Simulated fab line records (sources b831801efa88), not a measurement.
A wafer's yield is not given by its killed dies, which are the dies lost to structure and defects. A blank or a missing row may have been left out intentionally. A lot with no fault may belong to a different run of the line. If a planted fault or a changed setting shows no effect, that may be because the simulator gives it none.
fab line records + flow gf180mcu
[record]
- lots = 15
- wafers = 45
- last_day = 34
route steps=602 shown STI@15 MVSD@68 MVPSD@89 VT_IMPLANT@100
lots untouched by any fault: they come from a run of this same line in which no faults occurred
start_h: hours from the record's opening day to when the first of the lot's shown wafers began + wait_h: hours since the lot's step before + " same as the row above + L1.1+2: several wafers, shown together as one row + - no value, or no start was given + * or withheld: withheld + < > ~ a bound
route shown NAME@n: NAME is a module with steps in the file, n the number in the route of the first one + usual: the fault-free wafers' mean and standard deviation + same: alike in all rows + chamber/n: place in a boat + sites: per-site readings + _std_site: their standard deviation + _edge_site: inner sites' mean taken away from outer sites' mean + radius_mm: for every site, how far away it sits from the centre of the wafer + mask NAME#n: copy n + behind: the most recent tool/chamber to have shaped the wafer + hold: what put the lot on hold/how long, in hours/how the hold closed + device: the transistor (n, p or np) that didn't switch + end of line: tests run on the same wafers once the route is complete + a step with no rows: only its recipe + killed: count of dies lost to structure and defects at first sort (not the wafer's yield) + map: the dies of a wafer, with x for killed, . for not killed, _ for no die there
set.NAME: the setting that was run; set.NAME@STEP: the one run at that earlier step + model.NAME: the simulator's own value behind a step, which no gauge read
route steps across a sampled set of lots; one table per step, one row per wafer
services: from which hour (start_h, from the record's first day; less than 0 if before it) a tool's chamber was out of use, for how many hours, and why
[[steps]]
[step GF_STI_ETCH_14]
[recipe]
- target = Si
- chemistry = HBr/Cl2/O2
- target_depth_nm = 360
- icp_w = 600
- bias_w = 150
- pressure_mtorr = 15
- HBr_flow_sccm = 150
- Cl2_flow_sccm = 40
- O2_flow_sccm = 6
- time_s = 102.9
[usual]
- drypump_motor_current_A = 5.7/0.44
- oes_product_au = 1.004/0.0063
- throttle_valve_pct = 25.653/0.0098
[same]
- time_s = 102.9
| lot.wafer | tool      | chamber | start_h | wait_h | drypump_motor_current_A | oes_product_au | rf_hours_counter_h | throttle_valve_pct |
|-----------|-----------|---------|---------|--------|-------------------------|----------------|--------------------|--------------------|
| L806.1    | rie_si-01 | 2       | 26.19   | 0.1    | 5.7                     | 1.003          | 14                 | 25.659             |
| L806.2    | "         | 0       | "       | "      | 5.9                     | 0.998          | 12                 | 25.651             |
| L806.5    | "         | 0       | "       | "      | 5.9                     | 1.004          | -                  | 25.665             |
| L807.1    | rie_si-01 | 2       | 33.19   | 0.0    | 5.7                     | 0.990          | 14                 | 25.658             |
| L807.3    | "         | 3       | "       | "      | 5.5                     | 1.004          | 0                  | 25.663             |
| L807.4    | "         | 1       | "       | "      | 5.8                     | 1.005          | 161                | 25.654             |
| L808.1    | rie_si-02 | 1       | 35.74   | 0.0    | 5.3                     | 0.996          | 3                  | 25.671             |
| L808.2    | "         | 3       | "       | "      | 6.8                     | 0.996          | 158                | 25.633             |
| L808.5    | "         | 0       | "       | "      | 5.6                     | 1.006          | -                  | 25.637             |
| L809.2    | rie_si-02 | 1       | 39.99   | 0.0    | 5.3                     | 0.995          | 3                  | 25.663             |
| L809.3    | "         | 3       | "       | "      | 6.7                     | 1.004          | 158                | 25.654             |
| L809.5    | "         | 0       | "       | "      | 5.6                     | 1.002          | -                  | 25.648             |
| L810.1    | rie_si-02 | 0       | 46.15   | 0.0    | 5.6                     | 1.005          | 82                 | 25.644             |
| L810.5    | "         | 1       | "       | "      | 5.3                     | 0.994          | -                  | 25.663             |
| L810.6    | "         | 2       | "       | "      | 5.2                     | 1.014          | -                  | 25.643             |
| L813.3    | rie_si-01 | 1       | 61.05   | 0.0    | 5.8                     | 1.011          | 0                  | 25.638             |
| L813.5    | "         | 2       | "       | "      | 5.7                     | 0.994          | -                  | 25.653             |
| L813.6    | "         | 1       | "       | "      | 5.8                     | 1.005          | -                  | 25.665             |
| L816.2    | rie_si-02 | 2       | 77.44   | 0.0    | 5.2                     | 1.001          | 19                 | 25.639             |
| L816.3    | "         | 0       | "       | "      | 5.6                     | 1.011          | 82                 | 25.651             |
| L816.5    | "         | 0       | "       | "      | 5.6                     | 1.011          | -                  | 25.667             |
| L817.4    | rie_si-02 | 2       | 82.54   | 0.0    | 5.2                     | 1.004          | 19                 | 25.654             |
| L817.5    | "         | 1       | "       | "      | 5.3                     | 1.008          | -                  | 25.642             |
| L817.6    | "         | 2       | "       | "      | 5.2                     | 1.007          | -                  | 25.641             |
| L819.1    | rie_si-01 | 0       | 92.40   | 0.0    | 5.9                     | 1.010          | 13                 | 25.656             |
| L819.3    | "         | 3       | "       | "      | 5.5                     | 1.008          | 1                  | 25.637             |
| L819.6    | "         | 1       | "       | "      | 5.8                     | 1.003          | -                  | 25.643             |
| L820.2    | rie_si-01 | 0       | 98.35   | 0.0    | 5.9                     | 1.002          | 13                 | 25.651             |
| L820.3    | "         | 3       | "       | "      | 5.5                     | 1.002          | 1                  | 25.653             |
| L820.5    | "         | 1       | "       | "      | 5.8                     | 0.996          | -                  | 25.650             |
| L821.1    | rie_si-01 | 1       | 102.79  | 0.0    | 5.8                     | 0.991          | 1                  | 25.655             |
| L821.4    | "         | 0       | "       | "      | 5.9                     | 0.995          | 13                 | 25.659             |
| L821.5    | "         | 1       | "       | "      | 5.8                     | 0.999          | -                  | 25.666             |
| L822.1    | rie_si-02 | 1       | 107.55  | 0.0    | 5.3                     | 1.005          | 4                  | 25.651             |
| L822.3    | "         | 0       | "       | "      | 5.6                     | 1.006          | 83                 | 25.643             |
| L822.6    | "         | 0       | "       | "      | 5.6                     | 1.002          | -                  | 25.634             |
| L823.1    | rie_si-02 | 2       | 112.69  | 0.0    | 5.2                     | 1.003          | 19                 | 25.653             |
| L823.4    | "         | 1       | "       | "      | 5.3                     | 1.007          | 4                  | 25.659             |
| L823.5    | "         | 1       | "       | "      | 5.3                     | 1.008          | -                  | 25.653             |
| L828.1    | rie_si-02 | 2       | 138.25  | 0.0    | 5.2                     | 1.013          | 19                 | 25.644             |
| L828.3    | "         | 3       | "       | "      | 6.7                     | 1.010          | 1                  | 25.643             |
| L828.6    | "         | 0       | "       | "      | 5.6                     | 1.024          | -                  | 25.646             |
| L829.1    | rie_si-02 | 2       | 145.00  | 0.0    | 5.2                     | 1.008          | 19                 | 25.642             |
| L829.2    | "         | 3       | "       | "      | 6.8                     | 1.007          | 1                  | 25.662             |
| L829.6    | "         | 0       | "       | "      | 5.6                     | 1.013          | -                  | 25.640             |
[step GF_STI_STRIP_15]
[recipe]
- chemistry = O2/N2
- power_w = 1400
- pressure_mtorr = 1500
- platen_temp_c = 250
- o2_flow_sccm = 3000
- n2_flow_sccm = 300
- overash_fraction = 0.5
[usual]
- drypump_motor_current_A = 5.8/0.55
- heater_power_w = 307/38
- oes_product_au = 0.383/0.0045
- platen_temp_c = 249.99/0.17
- strip_time_to_endpoint_s = 3.719/0.027
| lot.wafer | tool            | chamber | start_h | wait_h | drypump_motor_current_A | heater_power_w | oes_product_au | platen_temp_c | rf_hours_counter_h | strip_time_to_endpoint_s |
|-----------|-----------------|---------|---------|--------|-------------------------|----------------|----------------|---------------|--------------------|--------------------------|
| L806.1    | plasma_asher-03 | 0       | 26.26   | 0.0    | 6.2                     | 248            | 0.377          | 249.77        | 36                 | 3.682                    |
| L806.2    | "               | 1       | "       | "      | 6.5                     | 352            | 0.387          | 249.84        | 36                 | 3.706                    |
| L806.5    | "               | 0       | "       | "      | 6.2                     | 248            | 0.389          | 250.13        | -                  | 3.720                    |
| L807.1    | plasma_asher-04 | 1       | 33.26   | 0.0    | 5.3                     | 318            | 0.378          | 250.27        | 23                 | 3.718                    |
| L807.3    | "               | 1       | "       | "      | 5.3                     | 327            | 0.391          | 249.85        | -                  | 3.730                    |
| L807.4    | "               | 0       | "       | "      | 6.3                     | 306            | 0.386          | 249.70        | -                  | 3.728                    |
| L808.1    | plasma_asher-04 | 0       | 35.81   | 0.0    | 6.3                     | 297            | 0.387          | 249.93        | 23                 | 3.691                    |
| L808.2    | "               | 1       | "       | "      | 5.3                     | 312            | 0.378          | 249.82        | 23                 | 3.678                    |
| L808.5    | "               | 1       | "       | "      | 5.2                     | 326            | 0.384          | 249.72        | -                  | 3.709                    |
| L809.2    | plasma_asher-03 | 1       | 40.06   | 0.0    | 6.5                     | 371            | 0.378          | 249.76        | 37                 | 3.687                    |
| L809.3    | "               | 0       | "       | "      | 6.2                     | 252            | 0.377          | 250.01        | -                  | 3.718                    |
| L809.5    | "               | 1       | "       | "      | 6.5                     | 364            | 0.380          | 249.61        | -                  | 3.709                    |
| L810.1    | plasma_asher-01 | 1       | 46.22   | 0.0    | 5.0                     | 342            | 0.380          | 249.89        | 39                 | 3.760                    |
| L810.5    | "               | 1       | "       | "      | 5.0                     | 341            | 0.384          | 249.76        | -                  | 3.763                    |
| L810.6    | "               | 0       | "       | "      | 5.5                     | 270            | 0.382          | 250.05        | -                  | 3.698                    |
| L813.3    | plasma_asher-01 | 0       | 61.16   | 0.1    | 5.5                     | 270            | 0.381          | 250.13        | -                  | 3.673                    |
| L813.5    | "               | 0       | "       | "      | 5.5                     | 274            | 0.381          | 250.08        | -                  | 3.707                    |
| L813.6    | "               | 1       | "       | "      | 5.0                     | 330            | 0.383          | 250.01        | -                  | 3.718                    |
| L816.2    | plasma_asher-03 | 0       | 77.51   | 0.0    | 6.3                     | 251            | 0.381          | 249.93        | 41                 | 3.702                    |
| L816.3    | "               | 1       | "       | "      | 6.5                     | 363            | 0.383          | 249.97        | -                  | 3.722                    |
| L816.5    | "               | 1       | "       | "      | 6.5                     | 373            | 0.392          | 250.14        | -                  | 3.723                    |
| L817.4    | plasma_asher-01 | 0       | 82.65   | 0.1    | 5.5                     | 264            | 0.383          | 250.00        | -                  | 3.675                    |
| L817.5    | "               | 1       | "       | "      | 5.0                     | 326            | 0.383          | 250.08        | -                  | 3.746                    |
| L817.6    | "               | 0       | "       | "      | 5.5                     | 266            | 0.385          | 250.06        | -                  | 3.716                    |
| L819.1    | plasma_asher-01 | 0       | 92.47   | 0.0    | 5.5                     | 279            | 0.387          | 250.15        | 44                 | 3.737                    |
| L819.3    | "               | 0       | "       | "      | 5.5                     | 284            | 0.387          | 249.76        | -                  | 3.726                    |
| L819.6    | "               | 0       | "       | "      | 5.5                     | 271            | 0.381          | 250.14        | -                  | 3.706                    |
| L820.2    | plasma_asher-01 | 1       | 98.42   | 0.0    | 5.1                     | 337            | 0.386          | 249.80        | 44                 | 3.732                    |
| L820.3    | "               | 0       | "       | "      | 5.5                     | 271            | 0.384          | 250.09        | -                  | 3.719                    |
| L820.5    | "               | 0       | "       | "      | 5.5                     | 267            | 0.387          | 250.21        | -                  | 3.763                    |
| L821.1    | plasma_asher-03 | 0       | 102.86  | 0.0    | 6.3                     | 254            | 0.382          | 249.83        | 44                 | 3.709                    |
| L821.4    | "               | 1       | "       | "      | 6.5                     | 363            | 0.378          | 249.82        | -                  | 3.705                    |
| L821.5    | "               | 0       | "       | "      | 6.3                     | 250            | 0.388          | 249.72        | -                  | 3.724                    |
| L822.1    | plasma_asher-03 | 1       | 107.62  | 0.0    | 6.5                     | 373            | 0.377          | 249.96        | 44                 | 3.754                    |
| L822.3    | "               | 1       | "       | "      | 6.5                     | 367            | 0.373          | 249.76        | -                  | 3.712                    |
| L822.6    | "               | 1       | "       | "      | 6.5                     | 361            | 0.387          | 249.78        | -                  | 3.728                    |
| L823.1    | plasma_asher-04 | 0       | 112.76  | 0.0    | 6.3                     | 303            | 0.383          | 249.95        | 31                 | 3.724                    |
| L823.4    | "               | 1       | "       | "      | 5.3                     | 326            | 0.387          | 250.21        | -                  | 3.686                    |
| L823.5    | "               | 1       | "       | "      | 5.3                     | 320            | 0.383          | 250.09        | -                  | 3.716                    |
| L828.1    | plasma_asher-04 | 0       | 138.32  | 0.0    | 6.3                     | 300            | 0.384          | 250.22        | 34                 | 3.684                    |
| L828.3    | "               | 0       | "       | "      | 6.2                     | 302            | 0.388          | 250.25        | -                  | 3.762                    |
| L828.6    | "               | 0       | "       | "      | 6.3                     | 298            | 0.380          | 250.33        | -                  | 3.685                    |
| L829.1    | plasma_asher-01 | 0       | 145.07  | 0.0    | 5.5                     | 288            | 0.386          | 249.91        | 3                  | 3.724                    |
| L829.2    | "               | 1       | "       | "      | 5.0                     | 339            | 0.390          | 249.95        | 3                  | 3.755                    |
| L829.6    | "               | 1       | "       | "      | 5.0                     | 352            | 0.379          | 250.12        | -                  | 3.757                    |
[step GF_STI_THK_MEAS_22]
[recipe]
- reads = SiO2_of_STI_OXIDATION_21
[usual]
- STI_OXIDATION_01_THK = 15.2/0.31
| lot.wafer | tool          | chamber | start_h | wait_h | STI_OXIDATION_01_THK[nm] |
|-----------|---------------|---------|---------|--------|--------------------------|
| L806.1    | film_metro-04 | -       | 27.84   | 0.0    | 15.2                     |
| L806.2    | "             | -       | "       | "      | 15.1                     |
| L806.5    | "             | -       | "       | "      | 15.2                     |
| L807.1    | film_metro-04 | -       | 34.87   | 0.0    | 14.7                     |
| L807.3    | "             | -       | "       | "      | 14.9                     |
| L807.4    | "             | -       | "       | "      | 14.8                     |
| L808.1    | film_metro-03 | -       | 37.64   | 0.0    | 15.0                     |
| L808.2    | "             | -       | "       | "      | 15.0                     |
| L808.5    | "             | -       | "       | "      | 15.0                     |
| L809.2    | film_metro-02 | -       | 42.03   | 0.0    | 15.5                     |
| L809.3    | "             | -       | "       | "      | 15.5                     |
| L809.5    | "             | -       | "       | "      | 15.3                     |
| L810.1    | film_metro-03 | -       | 47.80   | 0.0    | 15.0                     |
| L810.5    | "             | -       | "       | "      | 14.8                     |
| L810.6    | "             | -       | "       | "      | 14.7                     |
| L813.3    | film_metro-03 | -       | 62.74   | 0.0    | 15.1                     |
| L813.5    | "             | -       | "       | "      | 15.0                     |
| L813.6    | "             | -       | "       | "      | 15.0                     |
| L816.2    | film_metro-03 | -       | 80.65   | 0.0    | 15.4                     |
| L816.3    | "             | -       | "       | "      | 15.0                     |
| L816.5    | "             | -       | "       | "      | 15.1                     |
| L817.4    | film_metro-04 | -       | 84.65   | 0.0    | 15.1                     |
| L817.5    | "             | -       | "       | "      | 15.3                     |
| L817.6    | "             | -       | "       | "      | 15.0                     |
| L819.1    | film_metro-04 | -       | 94.08   | 0.0    | 15.5                     |
| L819.3    | "             | -       | "       | "      | 15.4                     |
| L819.6    | "             | -       | "       | "      | 15.4                     |
| L820.2    | film_metro-03 | -       | 100.01  | 0.0    | 15.2                     |
| L820.3    | "             | -       | "       | "      | 15.4                     |
| L820.5    | "             | -       | "       | "      | 15.4                     |
| L821.1    | film_metro-04 | -       | 104.44  | 0.0    | 14.8                     |
| L821.4    | "             | -       | "       | "      | 14.8                     |
| L821.5    | "             | -       | "       | "      | 15.0                     |
| L822.1    | film_metro-03 | -       | 109.20  | 0.0    | 15.5                     |
| L822.3    | "             | -       | "       | "      | 15.4                     |
| L822.6    | "             | -       | "       | "      | 15.4                     |
| L823.1    | film_metro-02 | -       | 115.34  | 0.0    | 15.4                     |
| L823.4    | "             | -       | "       | "      | 15.1                     |
| L823.5    | "             | -       | "       | "      | 15.1                     |
| L828.1    | film_metro-02 | -       | 140.17  | 0.0    | 15.2                     |
| L828.3    | "             | -       | "       | "      | 15.2                     |
| L828.6    | "             | -       | "       | "      | 15.3                     |
| L829.1    | film_metro-03 | -       | 148.58  | 0.0    | 14.5                     |
| L829.2    | "             | -       | "       | "      | 14.7                     |
| L829.6    | "             | -       | "       | "      | 14.7                     |
[step GF_MVSD_COAT_02]
[recipe]
- spin_rpm = 2000
- resist_thk_nm = 3000
[usual]
- chill_plate_temp_C = 23.00/0.11
- dispense_pressure_kPa = 50.5/2.7
| lot.wafer | tool           | chamber | start_h | wait_h | chill_plate_temp_C | dispense_pressure_kPa |
|-----------|----------------|---------|---------|--------|--------------------|-----------------------|
| L806.1    | litho_track-01 | 0       | 74.99   | 0.1    | 22.96              | 48.1                  |
| L806.2    | "              | 0       | "       | "      | 22.94              | 48.2                  |
| L806.5    | "              | 0       | "       | "      | 23.09              | 48.2                  |
| L807.1    | litho_track-04 | 0       | 82.50   | 0.1    | 22.95              | 53.6                  |
| L807.3    | "              | 0       | "       | "      | 23.05              | 53.7                  |
| L807.4    | "              | 0       | "       | "      | 22.99              | 53.6                  |
| L808.1    | litho_track-04 | 0       | 87.65   | 0.1    | 23.03              | 53.7                  |
| L808.2    | "              | 0       | "       | "      | 23.04              | 53.7                  |
| L808.5    | "              | 0       | "       | "      | 22.97              | 53.7                  |
| L809.2    | litho_track-04 | 0       | 91.52   | 0.1    | 23.03              | 53.7                  |
| L809.3    | "              | 0       | "       | "      | 23.26              | 53.7                  |
| L809.5    | "              | 0       | "       | "      | 22.94              | 53.7                  |
| L810.1    | litho_track-01 | 0       | 96.19   | 0.1    | 23.03              | 48.2                  |
| L810.5    | "              | 0       | "       | "      | 23.09              | 48.2                  |
| L810.6    | "              | 0       | "       | "      | 22.92              | 48.2                  |
| L813.3    | litho_track-04 | 0       | 115.80  | 0.1    | 22.97              | 53.7                  |
| L813.5    | "              | 0       | "       | "      | 23.05              | 53.7                  |
| L813.6    | "              | 0       | "       | "      | 22.97              | 53.7                  |
| L816.2    | litho_track-02 | 0       | 134.67  | 0.1    | 22.91              | 48.5                  |
| L816.3    | "              | 0       | "       | "      | 22.97              | 48.5                  |
| L816.5    | "              | 0       | "       | "      | 23.00              | 48.5                  |
| L817.4    | litho_track-04 | 0       | 138.72  | 0.1    | 22.99              | 53.6                  |
| L817.5    | "              | 0       | "       | "      | 23.14              | 53.7                  |
| L817.6    | "              | 0       | "       | "      | 22.98              | 53.6                  |
| L819.1    | litho_track-02 | 0       | 149.94  | 0.1    | 22.92              | 48.4                  |
| L819.3    | "              | 0       | "       | "      | 22.82              | 48.5                  |
| L819.6    | "              | 0       | "       | "      | 22.91              | 48.5                  |
| L820.2    | litho_track-01 | 0       | 155.26  | 0.1    | 23.00              | 48.2                  |
| L820.3    | "              | 0       | "       | "      | 23.01              | 48.2                  |
| L820.5    | "              | 0       | "       | "      | 23.11              | 48.2                  |
| L821.1    | litho_track-01 | -       | 160.94  | 0.1    | -                  | -                     |
| L821.4    | "              | -       | "       | "      | -                  | -                     |
| L821.5    | "              | -       | "       | "      | -                  | -                     |
| L822.1    | litho_track-04 | -       | 165.55  | 0.1    | -                  | -                     |
| L822.3    | "              | -       | "       | "      | -                  | -                     |
| L822.6    | "              | -       | "       | "      | -                  | -                     |
| L823.1    | litho_track-02 | -       | 173.04  | 0.1    | -                  | -                     |
| L823.4    | "              | -       | "       | "      | -                  | -                     |
| L823.5    | "              | -       | "       | "      | -                  | -                     |
| L828.1    | litho_track-01 | 0       | 202.89  | 0.1    | 23.08              | 48.2                  |
| L828.3    | "              | 0       | "       | "      | 23.14              | 48.2                  |
| L828.6    | "              | 0       | "       | "      | 23.17              | 48.2                  |
| L829.1    | litho_track-04 | 0       | 210.25  | 0.1    | 23.03              | 53.7                  |
| L829.2    | "              | 0       | "       | "      | 23.10              | 53.6                  |
| L829.6    | "              | 0       | "       | "      | 23.12              | 53.7                  |
[step GF_MVSD_OVL_MEAS_07]
[usual]
- MVSD_OVL = -0.6/1.3
| lot.wafer | tool       | chamber | start_h | wait_h | MVSD_OVL[nm] |
|-----------|------------|---------|---------|--------|--------------|
| L806.1    | overlay-01 | -       | 81.89   | -      | 1.9          |
| L806.2    | "          | -       | "       | "      | 0.3          |
| L806.5    | "          | -       | "       | "      | -0.5         |
| L807.1    | overlay-01 | -       | 89.34   | -      | -0.8         |
| L807.3    | "          | -       | "       | "      | -1.4         |
| L807.4    | "          | -       | "       | "      | -1.7         |
| L808.1    | overlay-02 | -       | 95.25   | -      | -1.3         |
| L808.2    | "          | -       | "       | "      | 0.6          |
| L808.5    | "          | -       | "       | "      | 1.1          |
| L809.2    | overlay-02 | -       | 98.89   | -      | 0.2          |
| L809.3    | "          | -       | "       | "      | -0.4         |
| L809.5    | "          | -       | "       | "      | -0.1         |
| L810.1    | overlay-02 | -       | 103.54  | -      | 2.0          |
| L810.5    | "          | -       | "       | "      | 2.0          |
| L810.6    | "          | -       | "       | "      | 0.1          |
| L813.3    | overlay-01 | -       | 123.30  | -      | -1.2         |
| L813.5    | "          | -       | "       | "      | -2.0         |
| L813.6    | "          | -       | "       | "      | -3.0         |
| L816.2    | overlay-01 | -       | 143.15  | -      | -1.3         |
| L816.3    | "          | -       | "       | "      | -0.1         |
| L816.5    | "          | -       | "       | "      | -0.9         |
| L817.4    | overlay-01 | -       | 146.60  | -      | -2.3         |
| L817.5    | "          | -       | "       | "      | -2.6         |
| L817.6    | "          | -       | "       | "      | -1.9         |
| L819.1    | overlay-01 | -       | 158.30  | -      | -0.1         |
| L819.3    | "          | -       | "       | "      | 0.0          |
| L819.6    | "          | -       | "       | "      | 0.7          |
| L820.2    | overlay-01 | -       | 163.54  | -      | 0.6          |
| L820.3    | "          | -       | "       | "      | 1.0          |
| L820.5    | "          | -       | "       | "      | -0.2         |
| L821.1    | overlay-02 | -       | 169.54  | -      | -            |
| L821.4    | "          | -       | "       | "      | -            |
| L821.5    | "          | -       | "       | "      | -            |
| L822.1    | overlay-01 | -       | 173.80  | -      | -            |
| L822.3    | "          | -       | "       | "      | -            |
| L822.6    | "          | -       | "       | "      | -            |
| L823.1    | overlay-01 | -       | 181.35  | -      | -            |
| L823.4    | "          | -       | "       | "      | -            |
| L823.5    | "          | -       | "       | "      | -            |
| L828.1    | overlay-02 | -       | 211.65  | -      | 0.6          |
| L828.3    | "          | -       | "       | "      | -1.8         |
| L828.6    | "          | -       | "       | "      | -1.3         |
| L829.1    | overlay-02 | -       | 219.44  | -      | 0.4          |
| L829.2    | "          | -       | "       | "      | 0.4          |
| L829.6    | "          | -       | "       | "      | 0.2          |
[step GF_MVPSD_TW_MEAS_11]
[usual]
- MVPSD_TW = 549/8
| lot.wafer | tool          | chamber | start_h | wait_h | MVPSD_TW |
|-----------|---------------|---------|---------|--------|----------|
| L806.1    | film_metro-03 | -       | 96.73   | 0.1    | 547      |
| L806.2    | "             | -       | "       | "      | 545      |
| L806.5    | "             | -       | "       | "      | 546      |
| L807.1    | film_metro-01 | -       | 104.68  | 0.1    | 562      |
| L807.3    | "             | -       | "       | "      | 559      |
| L807.4    | "             | -       | "       | "      | 559      |
| L808.1    | film_metro-01 | -       | 110.45  | 0.1    | 556      |
| L808.2    | "             | -       | "       | "      | 561      |
| L808.5    | "             | -       | "       | "      | 558      |
| L809.2    | film_metro-02 | -       | 113.92  | 0.1    | 540      |
| L809.3    | "             | -       | "       | "      | 541      |
| L809.5    | "             | -       | "       | "      | 543      |
| L810.1    | film_metro-01 | -       | 118.23  | 0.1    | 560      |
| L810.5    | "             | -       | "       | "      | 562      |
| L810.6    | "             | -       | "       | "      | 563      |
| L813.3    | film_metro-03 | -       | 139.15  | 0.1    | 546      |
| L813.5    | "             | -       | "       | "      | 544      |
| L813.6    | "             | -       | "       | "      | 548      |
| L816.2    | film_metro-03 | -       | 159.09  | 0.1    | 544      |
| L816.3    | "             | -       | "       | "      | 540      |
| L816.5    | "             | -       | "       | "      | 543      |
| L817.4    | film_metro-01 | -       | 162.76  | 0.1    | 557      |
| L817.5    | "             | -       | "       | "      | 560      |
| L817.6    | "             | -       | "       | "      | 557      |
| L819.1    | film_metro-01 | -       | 174.58  | 0.1    | 556      |
| L819.3    | "             | -       | "       | "      | 557      |
| L819.6    | "             | -       | "       | "      | 555      |
| L820.2    | film_metro-01 | -       | 180.84  | 0.1    | 554      |
| L820.3    | "             | -       | "       | "      | 557      |
| L820.5    | "             | -       | "       | "      | 558      |
| L821.1    | film_metro-02 | -       | 186.58  | 0.1    | 1563     |
| L821.4    | "             | -       | "       | "      | 1568     |
| L821.5    | "             | -       | "       | "      | 1560     |
| L822.1    | film_metro-01 | -       | 190.58  | 0.1    | 1609     |
| L822.3    | "             | -       | "       | "      | 1604     |
| L822.6    | "             | -       | "       | "      | 1603     |
| L823.1    | film_metro-01 | -       | 198.93  | 0.1    | 1624     |
| L823.4    | "             | -       | "       | "      | 1617     |
| L823.5    | "             | -       | "       | "      | 1612     |
| L828.1    | film_metro-02 | -       | 230.52  | 0.1    | 540      |
| L828.3    | "             | -       | "       | "      | 542      |
| L828.6    | "             | -       | "       | "      | 541      |
| L829.1    | film_metro-03 | -       | 237.93  | 0.1    | 547      |
| L829.2    | "             | -       | "       | "      | 550      |
| L829.6    | "             | -       | "       | "      | 547      |
[step GF_VT_IMPLANT_TW_MEAS_10]
[usual]
- VT_IMPLANT_TW = 560/6.6
| lot.wafer | tool          | chamber | start_h | wait_h | VT_IMPLANT_TW |
|-----------|---------------|---------|---------|--------|---------------|
| L806.1    | film_metro-04 | -       | 111.47  | 0.1    | 554           |
| L806.2    | "             | -       | "       | "      | 556           |
| L806.5    | "             | -       | "       | "      | 552           |
| L807.1    | film_metro-01 | -       | 118.98  | 0.1    | 571           |
| L807.3    | "             | -       | "       | "      | 567           |
| L807.4    | "             | -       | "       | "      | 573           |
| L808.1    | film_metro-01 | -       | 125.13  | 0.1    | 568           |
| L808.2    | "             | -       | "       | "      | 566           |
| L808.5    | "             | -       | "       | "      | 571           |
| L809.2    | film_metro-01 | -       | 128.59  | 0.1    | 567           |
| L809.3    | "             | -       | "       | "      | 569           |
| L809.5    | "             | -       | "       | "      | 569           |
| L810.1    | film_metro-01 | -       | 133.82  | 0.1    | 568           |
| L810.5    | "             | -       | "       | "      | 568           |
| L810.6    | "             | -       | "       | "      | 570           |
| L813.3    | film_metro-04 | -       | 154.80  | 0.1    | 553           |
| L813.5    | "             | -       | "       | "      | 556           |
| L813.6    | "             | -       | "       | "      | 554           |
| L816.2    | film_metro-04 | -       | 174.88  | 0.1    | 557           |
| L816.3    | "             | -       | "       | "      | 557           |
| L816.5    | "             | -       | "       | "      | 559           |
| L817.4    | film_metro-03 | -       | 179.61  | 0.1    | 556           |
| L817.5    | "             | -       | "       | "      | 554           |
| L817.6    | "             | -       | "       | "      | 553           |
| L819.1    | film_metro-03 | -       | 191.42  | 0.1    | 549           |
| L819.3    | "             | -       | "       | "      | 551           |
| L819.6    | "             | -       | "       | "      | 552           |
| L820.2    | film_metro-03 | -       | 197.88  | 0.1    | 555           |
| L820.3    | "             | -       | "       | "      | 559           |
| L820.5    | "             | -       | "       | "      | 557           |
| L821.1    | film_metro-04 | -       | 204.38  | 0.1    | 1591          |
| L821.4    | "             | -       | "       | "      | 1585          |
| L821.5    | "             | -       | "       | "      | 1591          |
| L822.1    | film_metro-04 | -       | 207.18  | 0.1    | 1590          |
| L822.3    | "             | -       | "       | "      | 1591          |
| L822.6    | "             | -       | "       | "      | 1587          |
| L823.1    | film_metro-03 | -       | 216.22  | 0.1    | 1581          |
| L823.4    | "             | -       | "       | "      | 1576          |
| L823.5    | "             | -       | "       | "      | 1580          |
| L828.1    | film_metro-03 | -       | 249.38  | 0.1    | 556           |
| L828.3    | "             | -       | "       | "      | 554           |
| L828.6    | "             | -       | "       | "      | 553           |
| L829.1    | film_metro-01 | -       | 256.42  | 0.1    | 568           |
| L829.2    | "             | -       | "       | "      | 570           |
| L829.6    | "             | -       | "       | "      | 567           |
[[services]]
| tool            | chamber | start_h | hours | kind           |
|-----------------|---------|---------|-------|----------------|
| rie_si-02       | -       | 5.90    | 0.2   | repair         |
| rie_si-01       | 3       | 16.43   | -     | clean          |
| rie_si-01       | 3       | 16.43   | 16.6  | scheduled_down |
| rie_si-01       | 3       | 16.43   | 16.6  | vent_cycle     |
| rie_si-01       | 1       | 37.21   | -     | clean          |
| rie_si-01       | 1       | 37.21   | 10.2  | scheduled_down |
| rie_si-01       | 1       | 37.21   | 10.2  | vent_cycle     |
| rie_si-02       | 3       | 49.43   | -     | clean          |
| rie_si-02       | 3       | 49.43   | 19.1  | scheduled_down |
| rie_si-02       | 3       | 49.43   | 19.1  | vent_cycle     |
| plasma_asher-01 | -       | 108.75  | 9.0   | pm             |
| plasma_asher-01 | 0       | 108.75  | 9.0   | vent_cycle     |
| plasma_asher-01 | 1       | 108.75  | 9.0   | vent_cycle     |
| rie_si-02       | -       | 110.31  | 0.3   | repair         |
| plasma_asher-01 | 0       | 117.75  | -     | clean          |
| plasma_asher-01 | 1       | 117.75  | -     | clean          |
| rie_si-01       | 3       | 140.36  | 1.6   | repair         |
| plasma_asher-03 | -       | 145.90  | 2.8   | pm             |
| rie_si-02       | -       | 184.96  | 0.7   | repair         |
| plasma_asher-04 | -       | 200.92  | 1.8   | repair         |
| rie_si-02       | -       | 205.70  | 15.6  | pm             |
[[key]]
[first_sign]
- step = GF_MVSD_COAT_02
- reading = tool_record
- direction = missing
[effect]
- step = GF_MVSD_OVL_MEAS_07
- reading = MVSD_OVL
- direction = missing
[effect]
- step = GF_MVPSD_TW_MEAS_11
- reading = MVPSD_TW
- direction = up
- sigmas = 99+
- usual = 549
- struck = 1596
[effect]
- step = GF_VT_IMPLANT_TW_MEAS_10
- reading = VT_IMPLANT_TW
- direction = up
- sigmas = 99+
- usual = 560
- struck = 1586
met_at GF_MVSD_COAT_02
struck_lots L821,L822,L823
sort_left_out L821.1,L821.4,L821.5,L822.1,L822.3,L822.6,L823.1,L823.4,L823.5
tester_left_out L821,L822,L823
not_acting_at GF_STI_ETCH_14,GF_STI_STRIP_15,GF_STI_THK_MEAS_22
onset_between 155.26 160.94
[fault]
- kind = skipped_step_whole
- tool = litho_track-01,litho_track-02,litho_track-04
- chamber = -
- onset_h = 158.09
- steps = GF_MVSD_COAT_02
- scope = struck_lots_only
// tester_left_out: of these lots the tester's yield and bins aren't shown, on N5 and GAA mostly nor the transistor test; their killed dies are dies lost to structure and defects alone, not to doping, threshold or leakage, so they don't give the yield
// sort_left_out: the simulated sort isn't trusted on such a fault, so these wafers' sort isn't shown, and their yield isn't known
